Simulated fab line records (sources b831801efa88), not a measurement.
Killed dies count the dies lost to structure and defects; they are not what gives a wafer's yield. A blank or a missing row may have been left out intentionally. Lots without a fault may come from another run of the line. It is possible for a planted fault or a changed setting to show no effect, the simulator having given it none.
What tool caused it? + flow gf180mcu + 33 wafers from 11 lots sampled at 5 of the route's 602 steps

## WHAT EACH GAUGE READ, for each wafer
GF_HV_LDD_CD_MEAS_07: target cd 400 nm.
| lot  | measured     | on        | cd nm (nm)        |
|------|--------------|-----------|-------------------|
| L284 | day 10 04:23 | cd sem-02 | 402.5 402.7 403.2 |
| L286 | day 10 11:11 | cd sem-02 | 400.4 400.8 398.9 |
| L287 | day 10 17:21 | cd sem-01 | 404.6 402.9 403.9 |
| L288 | day 10 21:22 | cd sem-02 | 394.3 394.7 394.2 |
| L290 | day 11 16:20 | cd sem-02 | 401.1 400.2 400.2 |
| L294 | day 13 15:21 | cd sem-01 | 398.3 396.0 398.4 |
| L296 | day 13 18:17 | cd sem-02 | 400.6 401.1 402.4 |
| L300 | day 14 15:40 | cd sem-01 | - - -             |
| L301 | day 14 23:14 | cd sem-02 | 398.2 399.6 398.8 |
| L305 | day 16 20:25 | cd sem-02 | 399.6 399.7 398.2 |
| L306 | day 16 20:22 | cd sem-01 | 397.5 396.4 396.5 |

## TOOL THAT RAN EACH LOT (tool first, then ch and the chambers of the sampled wafers, then the start)
| lot  | GF_MVPSD_STRIP_10                    | GF_VT_IMPLANT_STRIP_09               | GF_POLY_GATE_ETCH_12               | GF_HV_LDD_EXPOSE_04                 |
|------|--------------------------------------|--------------------------------------|------------------------------------|-------------------------------------|
| L284 | plasma asher-01 ch 0,1, day 5 04:06  | plasma asher-04 ch 0,1, day 5 18:03  | rie diel-02 ch 0,1, day 9 09:03    | iline stepper-01 ch 0, day 9 19:17  |
| L286 | plasma asher-01 ch 0,1, day 5 11:34  | plasma asher-04 ch 0,1, day 6 02:25  | rie diel-04 ch 0,1,2, day 9 15:40  | iline stepper-01 ch 0, day 10 02:11 |
| L287 | plasma asher-01 ch 0,1, day 5 17:25  | plasma asher-04 ch 0,1, day 6 08:20  | rie diel-02 ch 1,2, day 9 21:05    | iline stepper-01 ch 0, day 10 07:59 |
| L288 | plasma asher-03 ch 0,1, day 5 22:10  | plasma asher-02 ch 0,1, day 6 12:37  | rie diel-01 ch 1,3, day 10 02:54   | iline stepper-01 ch 0, day 10 13:07 |
| L290 | plasma asher-03 ch 0,1, day 6 12:28  | plasma asher-04 ch 0,1, day 7 02:50  | rie diel-01 ch 0,1, day 10 19:28   | iline stepper-01 ch 0, day 11 07:04 |
| L294 | plasma asher-02 ch 0,1, day 7 23:10  | plasma asher-02 ch 0,1, day 8 14:20  | rie diel-02 ch 0,2,3, day 12 16:36 | iline stepper-02 ch 0, day 13 05:11 |
| L296 | plasma asher-01 ch 0,1, day 8 03:50  | plasma asher-04 ch 0,1, day 8 20:26  | rie diel-04 ch 0,1,3, day 12 20:55 | iline stepper-01 ch 0, day 13 08:52 |
| L300 | plasma asher-01 ch 0,1, day 8 20:58  | plasma asher-04 ch 0,1, day 9 14:08  | rie diel-04 ch 1,3, day 13 17:55   | iline stepper-01 ch 0, day 14 06:02 |
| L301 | plasma asher-01 ch 0,1, day 9 02:20  | plasma asher-04 ch 0,1, day 9 19:37  | rie diel-01 ch 2,3, day 13 23:44   | iline stepper-01 ch 0, day 14 13:17 |
| L305 | plasma asher-02 ch 0,1, day 10 14:26 | plasma asher-03 ch 0,1, day 11 09:05 | rie diel-04 ch 0,2, day 15 20:21   | iline stepper-01 ch 0, day 16 09:45 |
| L306 | plasma asher-03 ch 0,1, day 10 15:25 | plasma asher-02 ch 0,1, day 11 09:45 | rie diel-01 ch 1,2,3, day 15 20:18 | iline stepper-01 ch 0, day 16 09:39 |
- GF_MVPSD_STRIP_10: strips in O2/N2.
- GF_VT_IMPLANT_STRIP_09: strips in O2/N2.
- GF_POLY_GATE_ETCH_12: etches BARC in N2/H2.
- GF_HV_LDD_EXPOSE_04: exposes mask Nplus LV AREA, target cd 400 nm.

## THE ANSWER, worked out from the rows above alone
Rule: the lots themselves supply what counts as usual. The widest of any qualifying gaps counts: lots, ordered by their means at a reading, are off when they make up no more than a third of the lots, leave a main group of 4 or more, and stand apart from it by 3 or more times the standard deviation of that group's means. If all means in a main group match to the digits the tables above print for the reading, that group is not used. A lot without any number at a reading at which 4 lots or more have one is off too. The other lots that the step has rows for count as sound.
Off, at GF_HV_LDD_CD_MEAS_07 on cd nm: L300. Without a number there: L300. Main group: mean 399.5 nm, sd 2.7.
A tool fits if, at a process step before that reading, it ran every lot that is off, and no sound lot after the first of them. The gauges at GF_HV_LDD_CD_MEAS_07 are tried like those tools. Of those tried, none fits.

## WHAT THE SIMULATOR PUT IN
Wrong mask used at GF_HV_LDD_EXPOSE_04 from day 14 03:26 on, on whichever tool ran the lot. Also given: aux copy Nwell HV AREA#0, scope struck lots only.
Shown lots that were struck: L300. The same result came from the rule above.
